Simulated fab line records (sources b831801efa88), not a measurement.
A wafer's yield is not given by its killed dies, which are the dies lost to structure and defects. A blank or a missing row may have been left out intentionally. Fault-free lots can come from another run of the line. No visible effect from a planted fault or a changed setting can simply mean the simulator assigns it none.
2 desks, one fault / flow gf180mcu / numbers are kept per desk, each desk with only its own; the story behind them comes last

== FROM THE METROLOGY DESK ==
Means of the sampled wafers that have a number, per lot and without regard to the tool the lot ran on: this is what the gauges read. The brackets show how far a lot's mean lies from the usual mean; more than 4 standard deviations puts the lot out of limits, marked OUT.
Columns: A = V1_OVL at GF_V1_OVL_MEAS_15, usual 1 nm
lot=L894; first seen here=day 18 03:06; A=14
lot=L895; first seen here=day 18 06:25; A=-1
lot=L896; first seen here=day 18 17:10; A=-2
lot=L902; first seen here=day 20 22:20; A=-3
lot=L903; first seen here=day 21 11:48; A=-8
lot=L904; first seen here=day 22 05:45; A=-1
lot=L905; first seen here=day 22 16:21; A=6
lot=L906; first seen here=day 22 21:45; A=4
lot=L907; first seen here=day 23 03:07; A=5
lot=L914; first seen here=day 25 03:42; A=9
lot=L916; first seen here=day 25 22:13; A=-2
lot=L915; first seen here=day 25 22:34; A=5
This desk's verdict: no lot among the 12 shows anything out of limits.

== AT THE TOOL OWNER'S DESK: rie metal-01 ==
The tool's own readings at GF_M2_METAL_ETCH_16 (etches the open film in Cl2/BCl3, stops on SiO2, target depth 627.5 nm, time 104.6 s): means of the sampled wafers that have a number, for each lot that ran on this tool. The brackets show how far a lot's mean lies from the usual mean; more than 4 standard deviations puts the lot out of limits, marked OUT.
Columns: A = bcl3 flow sccm at GF_M2_METAL_ETCH_16, usual 40.00 sccm; B = bias w at GF_M2_METAL_ETCH_16, usual 140.0 W; C = drypump motor current A at GF_M2_METAL_ETCH_16, usual 5.7 A; D = oes product au at GF_M2_METAL_ETCH_16, usual 0.975 a.u.; E = throttle valve pct at GF_M2_METAL_ETCH_16, usual 28.247 %
lot=L903; first seen here=day 22 12:38; A=39.99; B=140.1; C=5.8; D=0.976; E=28.243
lot=L907; first seen here=day 24 03:41; A=39.91; B=140.0; C=5.8; D=0.978; E=28.234
lot=L914; first seen here=day 26 03:10; A=40.12; B=148.8 (+24) OUT; C=5.8; D=0.984; E=28.237
lot=L916; first seen here=day 26 20:36; A=39.89; B=149.2 (+25) OUT; C=5.8; D=0.976; E=28.254
This desk's verdict: out of limits on L914, L916, starting with L914 at day 26 03:10 (bias w at GF_M2_METAL_ETCH_16). L903, L907: within limits.

== TAKEN TOGETHER ==
An alarm could have come from the tool owner's desk at day 26 03:10, on L914, L916.
Nothing out of limits was seen by the metrology desk.
The metrology desk holds a record of L914, L916, inside its limits.
Every lot named ran GF_M2_METAL_ETCH_16 on rie metal-01.

== WHAT HAD BEEN PUT IN BY THE SIMULATOR ==
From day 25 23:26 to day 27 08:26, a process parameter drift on rie metal-01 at GF_M2_METAL_ETCH_16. Setting bias w shifted by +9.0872 from 140. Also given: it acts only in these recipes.
Lots struck among those shown: L914, L916.
Hours from the fault's start to each desk's first reading out of limits: the tool owner's desk, 4.
